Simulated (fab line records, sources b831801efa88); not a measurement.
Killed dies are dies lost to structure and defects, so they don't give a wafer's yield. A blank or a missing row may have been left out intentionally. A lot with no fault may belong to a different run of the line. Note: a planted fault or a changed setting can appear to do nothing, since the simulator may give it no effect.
2 desks, one fault    flow gf180mcu    what lay behind the numbers comes last; until then each desk has only its own

## THE TOOL OWNER'S DESK: rie_diel-03
The tool's own readings at GF_STI_ETCH_13 (etches the open film in CHF3/O2, stops on Si, target depth 282.31 nm, time 112.9 s): means of the sampled wafers that have a number, for each lot that ran on this tool. If a lot's mean is further than 4 standard deviations from the usual mean, the lot is out of limits and carries the mark OUT (the distance appears in the brackets).
Columns: A = bias_w at GF_STI_ETCH_13, usual 200.0 W; B = drypump_motor_current_A at GF_STI_ETCH_13, usual 5.9 A; C = oes_product_au at GF_STI_ETCH_13, usual 0.832 a.u.; D = throttle_valve_pct at GF_STI_ETCH_13, usual 8.810 %
lot   first seen here  A      B    C      D
L486  day 3 03:31      200.6  6.0  0.838  8.807
L494  day 4 21:02      199.4  6.1  0.832  8.807
L496  day 5 06:20      199.8  5.9  0.829  8.805
This desk found nothing out of limits on any of the 3 lots.

## FROM THE METROLOGY DESK
What the gauges read for every lot (on any tool): the sampled wafers with a number, averaged. If a lot's mean is further than 4 standard deviations from the usual mean, the lot is out of limits and carries the mark OUT (the distance appears in the brackets).
Columns: A = STI_OXIDATION_THK at GF_STI_THK_MEAS_02, usual 10.05 nm; B = STI_CVD_03_THK at GF_STI_THK_MEAS_04, usual 207.4 nm; C = cd_nm at GF_STI_CD_MEAS_12, usual 219.7 nm
lot   first seen here  A      B      C
L484  day 2 03:57      9.86   212.3  218.5
L486  day 2 12:31      9.90   207.2  217.3
L494  day 4 05:06      10.10  205.5  222.5
L496  day 4 14:31      10.23  206.0  221.9
L500  day 5 10:32      9.94   206.8  220.6
L504  day 6 06:31      10.31  206.4  221.0
This desk found nothing out of limits on any of the 6 lots.

## ALL TOGETHER
Nothing out of limits was seen by the tool owner's desk.
From the metrology desk's view, nothing was out of limits.

## WHAT HAD BEEN PUT IN BY THE SIMULATOR
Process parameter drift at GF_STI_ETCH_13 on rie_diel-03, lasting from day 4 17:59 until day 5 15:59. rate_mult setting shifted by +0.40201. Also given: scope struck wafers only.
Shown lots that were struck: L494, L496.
